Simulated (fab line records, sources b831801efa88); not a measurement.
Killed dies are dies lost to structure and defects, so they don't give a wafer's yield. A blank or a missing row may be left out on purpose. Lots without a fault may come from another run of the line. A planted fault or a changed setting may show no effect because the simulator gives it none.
fab line records | flow sky130
record lots=6 wafers=18 last_day=49
route steps=708 shown DNWELL@42 PWDE@45 NWELL@56 PAD_OPEN@708
lots that met no fault: from a run of the same line without faults
start_h: hours from the record's first day to the start of the lot's first wafer shown | wait_h: hours since the lot's step before | " the same as in the row above | L1.1+2: a row that stands for several wafers | - no value, or no start given | * or withheld: withheld | < > ~ a bound
route shown NAME@n: a module of which the file shows steps, and the number in the route of the first | usual: mean/standard deviation of fault-free wafers | same: alike in all rows | chamber/n: place in a boat | sites: the reading at each site | _std_site: their standard deviation | _edge_site: outer sites' mean less inner sites' | radius_mm: how far each site lies from the wafer's centre | mask NAME#n: copy n | behind: the tool/chamber that last shaped the wafer | hold: why the lot was held/for how many hours/how that ended | device: the transistor (n, p or np) that didn't switch | end of line: the same wafers' tests at the end of the route | a step without rows: its recipe alone | killed: dies lost to structure and defects at the first sort, not the wafer's yield | map: a wafer's dies, x killed, . not, _ none there
set.NAME: the setting as run; set.NAME@STEP: as run at that earlier step | model.NAME: the simulator's own value behind a step, which no gauge read
lots at some steps of the route; a table a step, a row a wafer
services: from which hour (start_h, from the record's first day; less than 0 if before it) a tool's chamber was out of use, for how many hours, and why
## steps
# step SKY_DNWELL_IMPLANT_07
# recipe species=P energy_kev=withheld dose_cm2=withheld tilt_deg=withheld
# step SKY_DNWELL_STRIP_08
# recipe chemistry=O2/N2 power_w=1400 pressure_mtorr=1500 platen_temp_c=withheld o2_flow_sccm=3000 n2_flow_sccm=300 overash_fraction=0.5
# usual drypump_motor_current_A=5.7/0.49 oes_product_au=0.723/0.0044 strip_time_to_endpoint_s=37.49/0.11
# columns lot.wafer tool chamber start_h wait_h drypump_motor_current_A oes_product_au rf_hours_counter_h strip_time_to_endpoint_s
L189.1 plasma_asher-01 1 48.52 0.1 4.9 0.714 37 37.55
L189.5 " 0 " " 5.8 0.725 - 37.59
L189.6 " 1 " " 4.9 0.729 - 37.62
L197.2 plasma_asher-01 1 93.76 0.1 4.9 0.721 41 37.54
L197.3 " 0 " " 5.8 0.722 - 37.47
L197.5 " 0 " " 5.8 0.723 - 37.52
L198.2 plasma_asher-03 0 100.01 0.1 6.2 0.724 41 37.35
L198.3 " 0 " " 6.2 0.726 - 37.41
L198.4 " 1 " " 6.2 0.725 - 37.43
L202.1 plasma_asher-02 1 121.57 0.1 5.1 0.724 42 37.34
L202.2 " 0 " " 5.9 0.724 42 37.41
L202.5 " 1 " " 5.1 0.731 - 37.39
L205.3 plasma_asher-02 1 137.30 0.1 5.1 0.728 - 37.68
L205.4 " 0 " " 5.8 0.719 - 37.60
L205.5 " 0 " " 5.9 0.716 - 37.65
L207.3 plasma_asher-03 0 150.21 0.1 6.2 0.729 - 37.24
L207.4 " 1 " " 6.2 0.722 - 37.27
L207.5 " 0 " " 6.2 0.719 - 37.26
# step SKY_DNWELL_TW_MEAS_09
# usual DNWELL_TW=1115/6.5
# columns lot.wafer tool chamber start_h wait_h DNWELL_TW
L189.1 film_metro-03 - 48.62 0.1 1121
L189.5 " - " " 1118
L189.6 " - " " 1120
L197.2 film_metro-04 - 93.87 0.1 1110
L197.3 " - " " 1108
L197.5 " - " " 1111
L198.2 film_metro-01 - 100.13 0.1 1108
L198.3 " - " " 1103
L198.4 " - " " 1111
L202.1 film_metro-03 - 121.67 0.1 1117
L202.2 " - " " 1109
L202.5 " - " " 1110
L205.3 film_metro-03 - 137.39 0.1 1115
L205.4 " - " " 1112
L205.5 " - " " 1114
L207.3 film_metro-01 - 150.29 0.1 1108
L207.4 " - " " 1109
L207.5 " - " " 1108
# step SKY_PWDE_DEHYDRATE_00
# recipe temp_c=200 time_s=60
# step SKY_PWDE_HMDS_01
# recipe prime_time_s=60 prime_temp_c=120
# step SKY_PWDE_COAT_02
# recipe spin_rpm=2000 resist_thk_nm=3000
# step SKY_PWDE_SOFTBAKE_03
# recipe temp_c=110 time_s=withheld
# step SKY_PWDE_EXPOSE_04
# recipe mask_id=PWDEM na=0.6 source_shape=conventional sigma_outer=0.6 polarization=unpolarized target_cd_nm=840 dose_mj=214
# step SKY_PWDE_PEB_05
# recipe temp_c=115 time_s=withheld
# step SKY_PWDE_DEVELOP_06
# recipe wall_angle_deg=90 developer=TMAH develop_time_s=60 dev_temp_c=23
# step SKY_PWDE_OVL_MEAS_07
# usual PWDE_OVL=-0.2/1.5
# columns lot.wafer tool chamber start_h wait_h PWDE_OVL[nm]
L189.1 overlay-02 - 63.36 - 1.0
L189.5 " - " " -0.7
L189.6 " - " " -1.1
L197.2 overlay-02 - 111.07 - -2.0
L197.3 " - " " -1.7
L197.5 " - " " 1.3
L198.2 overlay-01 - 118.07 - 2.3
L198.3 " - " " 0.3
L198.4 " - " " 2.6
L202.1 overlay-02 - 140.16 - 0.6
L202.2 " - " " 0.2
L202.5 " - " " -1.2
L205.3 overlay-02 - 156.43 - -0.5
L205.4 " - " " -0.2
L205.5 " - " " 0.0
L207.3 overlay-02 - 170.53 - 0.1
L207.4 " - " " 0.9
L207.5 " - " " -1.5
# step SKY_PWDE_IMPLANT_08
# recipe species=B energy_kev=150 dose_cm2=3.6e+12 tilt_deg=withheld
# step SKY_PWDE_STRIP_09
# recipe chemistry=O2/N2 power_w=1400 pressure_mtorr=1500 platen_temp_c=withheld o2_flow_sccm=3000 n2_flow_sccm=300 overash_fraction=0.5
# usual drypump_motor_current_A=5.5/0.45 oes_product_au=0.723/0.005 strip_time_to_endpoint_s=36.92/0.093
# columns lot.wafer tool chamber start_h wait_h drypump_motor_current_A oes_product_au rf_hours_counter_h strip_time_to_endpoint_s
L189.1 plasma_asher-02 0 63.55 0.1 5.9 0.722 36 36.86
L189.5 " 0 " " 5.9 0.729 - 36.81
L189.6 " 1 " " 5.1 0.716 - 36.84
L197.2 plasma_asher-02 1 111.25 0.1 5.1 0.716 41 36.95
L197.3 " 1 " " 5.1 0.713 - 36.96
L197.5 " 1 " " 5.1 0.720 - 36.96
L198.2 plasma_asher-02 1 118.25 0.1 5.1 0.715 42 36.86
L198.3 " 0 " " 5.8 0.723 - 36.93
L198.4 " 1 " " 5.2 0.722 - 36.90
L202.1 plasma_asher-01 1 140.35 0.1 4.9 0.721 2 36.92
L202.2 " 0 " " 5.8 0.723 2 36.94
L202.5 " 1 " " 4.9 0.727 - 36.95
L205.3 plasma_asher-01 1 156.64 0.1 4.9 0.725 - 37.02
L205.4 " 0 " " 5.8 0.717 - 36.92
L205.5 " 1 " " 4.9 0.718 - 36.94
L207.3 plasma_asher-01 0 170.74 0.1 5.8 0.722 - 36.94
L207.4 " 1 " " 4.9 0.721 - 36.92
L207.5 " 1 " " 4.9 0.730 - 36.92
# step SKY_PWDE_TW_MEAS_10
# usual PWDE_TW=374.4/1.8
# columns lot.wafer tool chamber start_h wait_h PWDE_TW
L189.1 film_metro-03 - 63.65 0.1 375.5
L189.5 " - " " 374.6
L189.6 " - " " 376.6
L197.2 film_metro-04 - 111.36 0.1 375.4
L197.3 " - " " 375.1
L197.5 " - " " 373.5
L198.2 film_metro-03 - 118.36 0.1 375.6
L198.3 " - " " 376.8
L198.4 " - " " 376.5
L202.1 film_metro-01 - 140.45 0.1 377.3
L202.2 " - " " 378.0
L202.5 " - " " 377.5
L205.3 film_metro-04 - 156.72 0.1 372.7
L205.4 " - " " 371.2
L205.5 " - " " 371.6
L207.3 film_metro-03 - 170.82 0.1 373.8
L207.4 " - " " 374.9
L207.5 " - " " 374.2
# step SKY_NWELL_DEHYDRATE_03
# recipe temp_c=200 time_s=60
# step SKY_NWELL_HMDS_04
# recipe prime_time_s=60 prime_temp_c=120
# step SKY_NWELL_COAT_05
# recipe spin_rpm=2000 resist_thk_nm=3000
# step SKY_NWELL_SOFTBAKE_06
# recipe temp_c=110 time_s=withheld
# step SKY_NWELL_EXPOSE_07
# recipe mask_id=NWM na=0.6 source_shape=conventional sigma_outer=0.6 polarization=unpolarized target_cd_nm=840 dose_mj=255
# step SKY_NWELL_PEB_08
# recipe temp_c=115 time_s=withheld
# step SKY_NWELL_DEVELOP_09
# recipe wall_angle_deg=90 developer=TMAH develop_time_s=60 dev_temp_c=23
# step SKY_NWELL_OVL_MEAS_10
# usual NWELL_00_OVL=0.5/1.3
# columns lot.wafer tool chamber start_h wait_h NWELL_00_OVL[nm]
L189.1 overlay-02 - 79.17 - 0.7
L189.5 " - " " 0.3
L189.6 " - " " -0.4
L197.2 overlay-02 - 129.62 - 4.0
L197.3 " - " " 2.3
L197.5 " - " " 1.4
L198.2 overlay-02 - 137.48 - 1.4
L198.3 " - " " 1.1
L198.4 " - " " 0.5
L202.1 overlay-01 - 159.66 - 1.1
L202.2 " - " " -1.6
L202.5 " - " " 2.5
L205.3 overlay-02 - 177.18 - 2.7
L205.4 " - " " 3.0
L205.5 " - " " 2.8
L207.3 overlay-02 - 190.77 - 1.5
L207.4 " - " " -0.6
L207.5 " - " " -2.2
# step SKY_NWELL_IMPLANT_11
# recipe species=P energy_kev=400 dose_cm2=1.9e+13 tilt_deg=withheld
# step SKY_NWELL_IMPLANT_12
# recipe species=P energy_kev=120 dose_cm2=1.3e+12 tilt_deg=withheld
# step SKY_NWELL_IMPLANT_13
# recipe species=P energy_kev=50 dose_cm2=7e+11 tilt_deg=withheld
# step SKY_NWELL_STRIP_14
# recipe chemistry=O2/N2 power_w=1400 pressure_mtorr=1500 platen_temp_c=withheld o2_flow_sccm=3000 n2_flow_sccm=300 overash_fraction=0.5
# usual drypump_motor_current_A=5.9/0.46 oes_product_au=0.722/0.0045 strip_time_to_endpoint_s=36.89/0.11
# columns lot.wafer tool chamber start_h wait_h drypump_motor_current_A oes_product_au rf_hours_counter_h strip_time_to_endpoint_s
L189.1 plasma_asher-03 0 79.66 0.1 6.2 0.725 38 36.95
L189.5 " 1 " " 6.2 0.729 - 37.09
L189.6 " 0 " " 6.2 0.723 - 36.91
L197.2 plasma_asher-01 0 130.10 0.1 5.8 0.722 1 36.83
L197.3 " 0 " " 5.8 0.728 - 36.81
L197.5 " 1 " " 4.9 0.724 - 36.72
L198.2 plasma_asher-03 0 137.96 0.1 6.2 0.724 45 37.11
L198.3 " 0 " " 6.2 0.727 - 37.06
L198.4 " 1 " " 6.2 0.727 - 37.01
L202.1 plasma_asher-01 1 160.15 0.1 4.9 0.719 4 36.75
L202.2 " 0 " " 5.8 0.719 4 36.77
L202.5 " 0 " " 5.8 0.742 - 36.75
L205.3 plasma_asher-04 1 177.69 0.1 6.4 0.717 - 36.81
L205.4 " 0 " " 5.8 0.720 - 36.82
L205.5 " 1 " " 6.4 0.724 - 36.84
L207.3 plasma_asher-01 0 191.28 0.1 5.8 0.716 - 36.97
L207.4 " 1 " " 4.9 0.713 - 36.99
L207.5 " 1 " " 4.9 0.717 - 36.88
# step SKY_NWELL_TW_MEAS_15
# usual NWELL_TW=1825/7.9
# columns lot.wafer tool chamber start_h wait_h NWELL_TW
L189.1 film_metro-01 - 79.76 0.1 1835
L189.5 " - " " 1831
L189.6 " - " " 1849
L197.2 film_metro-01 - 130.21 0.1 1833
L197.3 " - " " 1842
L197.5 " - " " 1821
L198.2 film_metro-01 - 138.07 0.1 1826
L198.3 " - " " 1838
L198.4 " - " " 1837
L202.1 film_metro-01 - 160.25 0.1 1819
L202.2 " - " " 1809
L202.5 " - " " 1816
L205.3 film_metro-03 - 177.77 0.1 1829
L205.4 " - " " 1815
L205.5 " - " " 1824
L207.3 film_metro-04 - 191.37 0.1 1833
L207.4 " - " " 1820
L207.5 " - " " 1829
# step SKY_NWELL_DEHYDRATE_16
# recipe temp_c=200 time_s=60
# step SKY_NWELL_HMDS_17
# recipe prime_time_s=60 prime_temp_c=120
# step SKY_NWELL_COAT_18
# recipe spin_rpm=2000 resist_thk_nm=3000
# step SKY_NWELL_SOFTBAKE_19
# recipe temp_c=110 time_s=withheld
# step SKY_NWELL_EXPOSE_20
# recipe mask_id=NWM_COMPLEMENT na=0.6 source_shape=conventional sigma_outer=0.6 polarization=unpolarized target_cd_nm=840 dose_mj=260
# step SKY_NWELL_PEB_21
# recipe temp_c=115 time_s=withheld
# step SKY_NWELL_DEVELOP_22
# recipe wall_angle_deg=90 developer=TMAH develop_time_s=57.51 dev_temp_c=23
# step SKY_NWELL_OVL_MEAS_23
# usual NWELL_01_OVL=0.7/1.3
# columns lot.wafer tool chamber start_h wait_h NWELL_01_OVL[nm]
L189.1 overlay-02 - 96.42 - 2.7
L189.5 " - " " 3.3
L189.6 " - " " 2.4
L197.2 overlay-01 - 149.67 - 5.0
L197.3 " - " " 0.4
L197.5 " - " " 3.1
L198.2 overlay-02 - 157.93 - 0.7
L198.3 " - " " -0.5
L198.4 " - " " 1.4
L202.1 overlay-02 - 180.67 - 0.4
L202.2 " - " " 0.0
L202.5 " - " " 1.8
L205.3 overlay-01 - 198.63 - 1.7
L205.4 " - " " -0.8
L205.5 " - " " 0.8
L207.3 overlay-01 - 210.73 - 1.0
L207.4 " - " " 0.1
L207.5 " - " " 2.9
# step SKY_NWELL_IMPLANT_24
# recipe species=B energy_kev=140 dose_cm2=9.2e+12 tilt_deg=withheld
# step SKY_NWELL_STRIP_25
# recipe chemistry=O2/N2 power_w=1400 pressure_mtorr=1500 platen_temp_c=withheld o2_flow_sccm=3000 n2_flow_sccm=300 overash_fraction=0.5
# usual drypump_motor_current_A=6.0/0.42 oes_product_au=0.722/0.0045 strip_time_to_endpoint_s=36.89/0.091
# columns lot.wafer tool chamber start_h wait_h drypump_motor_current_A oes_product_au rf_hours_counter_h strip_time_to_endpoint_s
L189.1 plasma_asher-04 1 96.60 0.1 6.4 0.716 30 36.83
L189.5 " 1 " " 6.4 0.714 - 36.78
L189.6 " 0 " " 5.7 0.721 - 36.88
L197.2 plasma_asher-01 0 149.85 0.1 5.8 0.716 3 37.02
L197.3 " 1 " " 4.9 0.722 - 36.97
L197.5 " 1 " " 4.9 0.722 - 37.09
L198.2 plasma_asher-04 0 158.35 0.1 5.8 0.724 36 36.87
L198.3 " 1 " " 6.4 0.724 - 36.93
L198.4 " 0 " " 5.8 0.736 - 36.91
L202.1 plasma_asher-03 0 180.85 0.1 6.2 0.725 49 36.93
L202.2 " 1 " " 6.2 0.718 49 36.90
L202.5 " 0 " " 6.2 0.720 - 36.92
L205.3 plasma_asher-04 1 198.84 0.1 6.4 0.717 - 36.86
L205.4 " 0 " " 5.8 0.726 - 36.82
L205.5 " 1 " " 6.4 0.725 - 36.74
L207.3 plasma_asher-03 1 210.94 0.1 6.2 0.711 - 36.81
L207.4 " 0 " " 6.2 0.719 - 36.80
L207.5 " 0 " " 6.2 0.722 - 36.89
# step SKY_NWELL_TW_MEAS_26
# usual NWELL_2_TW=497.6/2.5
# columns lot.wafer tool chamber start_h wait_h NWELL_2_TW
L189.1 film_metro-01 - 96.70 0.1 496.4
L189.5 " - " " 497.0
L189.6 " - " " 496.9
L197.2 film_metro-04 - 149.96 0.1 493.0
L197.3 " - " " 492.5
L197.5 " - " " 494.3
L198.2 film_metro-03 - 158.46 0.1 496.0
L198.3 " - " " 496.4
L198.4 " - " " 497.9
L202.1 film_metro-04 - 180.95 0.1 499.0
L202.2 " - " " 499.2
L202.5 " - " " 500.9
L205.3 film_metro-03 - 198.92 0.1 494.4
L205.4 " - " " 495.5
L205.5 " - " " 495.1
L207.3 film_metro-01 - 211.02 0.1 497.8
L207.4 " - " " 498.2
L207.5 " - " " 500.8
# step SKY_NWELL_CLEAN_27
# recipe chemistry=SC1/SC2 mix=1:4:20 temp_c=70 time_s=150 dry=n2_spin
# step SKY_NWELL_RTA_28
# recipe temp_c=1050 time_s=30 idle_temp_c=650 ramp_up_c_per_s=150 ramp_down_c_per_s=90 ambient=N2
# usual anneal_temp_c_max=1055.9/1.1 lamp_power_pct=25.30/0.051 wafer_temp_C_max=1054.9/0.96
# same time_s=30
# columns lot.wafer tool chamber start_h wait_h anneal_temp_c_max lamp_power_pct wafer_temp_C_max
L189.1 rtp_anneal-01 0 96.81 0.0 1057.2 25.32 1054.7
L189.5 " 0 " " 1056.0 25.27 1053.9
L189.6 " 0 " " 1057.2 25.24 1053.3
L197.2 rtp_anneal-01 0 150.08 0.0 1057.0 25.22 1054.7
L197.3 " 0 " " 1056.6 25.30 1054.9
L197.5 " 0 " " 1057.5 25.30 1054.5
L198.2 rtp_anneal-02 0 158.57 0.0 1055.1 25.29 1053.3
L198.3 " 0 " " 1054.7 25.29 1055.1
L198.4 " 0 " " 1055.2 25.30 1057.5
L202.1 rtp_anneal-02 0 181.07 0.0 1055.9 25.31 1055.3
L202.2 " 0 " " 1056.0 25.30 1053.1
L202.5 " 0 " " 1054.0 25.21 1054.1
L205.3 rtp_anneal-02 0 199.05 0.0 1054.2 25.38 1054.5
L205.4 " 0 " " 1056.0 25.25 1053.9
L205.5 " 0 " " 1055.0 25.30 1054.1
L207.3 rtp_anneal-02 0 211.15 0.0 1055.2 25.31 1056.4
L207.4 " 0 " " 1055.5 25.33 1054.5
L207.5 " 0 " " 1056.5 25.27 1053.6
# step SKY_NWELL_RS_MEAS_29
# recipe thk_meas_gauge=four-point-probe
# usual NWELL_RS=624.6/1.6
# columns lot.wafer tool chamber start_h wait_h NWELL_RS[ohm/sq]
L189.1 film_metro-04 - 96.91 0.1 624.2
L189.5 " - " " 623.7
L189.6 " - " " 621.3
L197.2 film_metro-04 - 150.18 0.1 626.4
L197.3 " - " " 625.6
L197.5 " - " " 624.2
L198.2 film_metro-01 - 158.68 0.1 624.0
L198.3 " - " " 621.5
L198.4 " - " " 623.8
L202.1 film_metro-01 - 181.17 0.1 622.2
L202.2 " - " " 623.5
L202.5 " - " " 622.8
L205.3 film_metro-01 - 199.16 0.1 624.7
L205.4 " - " " 625.3
L205.5 " - " " 625.4
L207.3 film_metro-03 - 211.26 0.1 626.4
L207.4 " - " " 626.7
L207.5 " - " " 626.7
# step SKY_PAD_OPEN_PROBE_99
# usual killed_at_M0_to_M3=43/7 killed_at_M4_up=3.0/1.9 killed_at_contacts=24/4.6 killed_at_front_end=15/4.1 killed_at_other=0.3/0.52 killed_dies=84/9.7 killed_open=46/6.9 killed_short=38/6.8
# same gross_dies=492 killed_at_back_side=0
# columns lot.wafer tool chamber start_h wait_h killed_at_M0_to_M3 killed_at_M4_up killed_at_contacts killed_at_front_end killed_at_other killed_dies killed_open killed_short
L197.2 prober-01 - 1120.20 0.1 53 0 20 62 0 135 51 35
L197.3 prober-01 - 1120.25 0.2 49 2 16 65 0 132 49 34
L197.5 prober-01 - 1120.35 0.2 31 3 23 73 0 130 40 35
L198.2 prober-02 - 1130.48 0.1 30 1 21 67 0 119 39 26
L198.3 prober-02 - 1130.53 0.2 38 4 21 39 0 102 39 33
L198.4 prober-02 - 1130.58 0.2 40 1 21 72 0 134 40 34
# killed by level:class
L197.2 PWDE:unspecified=49 VIA1:geometric_particle:open=15 VIA3:geometric_particle:open=10 CONTACT:geometric_particle:open=8 METAL1:geometric_particle:short=6 VIA2:geometric_particle:open=6 METAL2:geometric_particle:short=5 FIELD_ISO:geometric_particle:short=4
L197.3 PWDE:unspecified=49 VIA1:geometric_particle:open=16 VIA2:geometric_particle:open=10 FIELD_ISO:geometric_particle:short=6 VIA3:geometric_particle:open=5 CONTACT:geometric_particle:open=5 METAL2:geometric_particle:short=5 VIA3:geometric_particle:short=5
L197.5 PWDE:unspecified=55 CONTACT:geometric_particle:open=10 METAL2:geometric_particle:short=6 VIA1:geometric_particle:open=6 CONTACT:geometric_particle:short=6 FIELD_ISO:geometric_particle:short=5 FIELD_ISO:geometric_particle:open=4 VIA2:geometric_particle:open=4
L198.2 PWDE:unspecified=53 CONTACT:geometric_particle:open=9 VIA1:geometric_particle:open=7 VIA3:geometric_particle:open=6 FIELD_ISO:geometric_particle:short=5 LI_CONTACT:geometric_particle:open=5 LOCAL_INTERCONNECT:geometric_particle:short=3 METAL1:geometric_particle:short=3
L198.3 PWDE:unspecified=29 VIA3:geometric_particle:open=9 CONTACT:geometric_particle:open=8 LI_CONTACT:geometric_particle:open=6 METAL2:geometric_particle:short=6 VIA3:geometric_particle:short=5 VIA1:geometric_particle:open=5 VIA2:geometric_particle:short=5
L198.4 PWDE:unspecified=60 VIA1:geometric_particle:open=10 VIA2:geometric_particle:open=7 FIELD_ISO:geometric_particle:short=6 CONTACT:geometric_particle:short=5 CONTACT:geometric_particle:open=5 VIA2:geometric_particle:short=5 VIA3:geometric_particle:open=5
# map L197.2 (x killed, . not)
__________...x.x...x_________
________x.x..........._______
______..x.xx..x..x..x..._____
_____.x.x............x...____
____........x.x..x..x....x___
___..................x..x..__
__..x..........x...xxx......_
_........x..x.xxx..x....x....
_........xx.x.xxxxxxxxx......
_.......xx...x.xxxxxxxxx.....
_.......x..xx.xxxxxxxx.x.....
_..xxxx.x..x..xxxxxxxxx......
_......x..x.....xxxxx..x.....
_x.....x......x.xxxx.x.x...x.
_.................x.x.....x..
__.......x.x...xx........xx._
___..x..xx..x...xx.......xx__
____...xx....xxx...xx..x..___
_____....xx...x..........____
______.......x.........x_____
________.........x...x_______
__________.....x...._________
# map L198.4 (x killed, . not)
__________x..x...xx._________
________...x.x........_______
______x...x........x.xx._____
_____....................____
____..........x......x..xx___
___...x...x...x.........x..__
__.....x.............x......_
_..x...........xxxxxxxx......
_.........xx.xxxxxxxxxx......
_..x..x.......xxxxxxx..xx....
_..x.........xxxxxxxxxx...x..
_........x...xxxxxxxxxx....x.
_.............xxxxxxx.x.xx...
_............x.xxxxxx.xx..x..
_xx...x.....x.x...xx.x..x..x.
__...x....x..x......x.x....._
___...x....xx.....xx....x.x__
____.....x........x.x..x..___
_____x...........x..x....____
______..x.......x.x....._____
________..x..x...x...._______
__________x.....x..._________
## services
# columns tool chamber start_h hours kind
plasma_asher-02 - 54.56 1.8 repair
plasma_asher-04 - 56.48 1.8 repair
plasma_asher-03 - 57.14 10.2 repair
plasma_asher-01 - 70.85 14.4 pm
plasma_asher-04 - 79.13 2.8 pm
plasma_asher-01 - 108.83 9.0 pm
plasma_asher-01 0 108.83 9.0 vent_cycle
plasma_asher-01 1 108.83 9.0 vent_cycle
plasma_asher-02 - 115.81 1.1 repair
plasma_asher-01 0 117.83 - clean
plasma_asher-01 1 117.83 - clean
rtp_anneal-02 - 145.05 1.1 pm
plasma_asher-01 - 151.88 0.8 repair
## key
first_sign step=SKY_PAD_OPEN_PROBE_99 reading=killed_at_front_end direction=up sigmas=12 usual=15 struck=63
effect step=SKY_PAD_OPEN_PROBE_99 reading=killed_dies direction=up sigmas=4.2 usual=84 struck=125
met_at SKY_PWDE_STRIP_09
struck_wafers L197.2,L197.3,L197.5,L198.2,L198.3,L198.4
tester_left_out L197,L198
onset_between 63.55 111.25
fault kind=chamber_particle_source tool=plasma_asher-02 chamber=- onset_h=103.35 steps=SKY_PWDE_STRIP_09 rate_per_visit_cm2=0.9596 end_h=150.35
# tester_left_out: of these lots the tester's yield and bins aren't shown, on N5 and GAA mostly nor the transistor test; their killed dies are dies lost to structure and defects alone, not to doping, threshold or leakage, so they don't give the yield
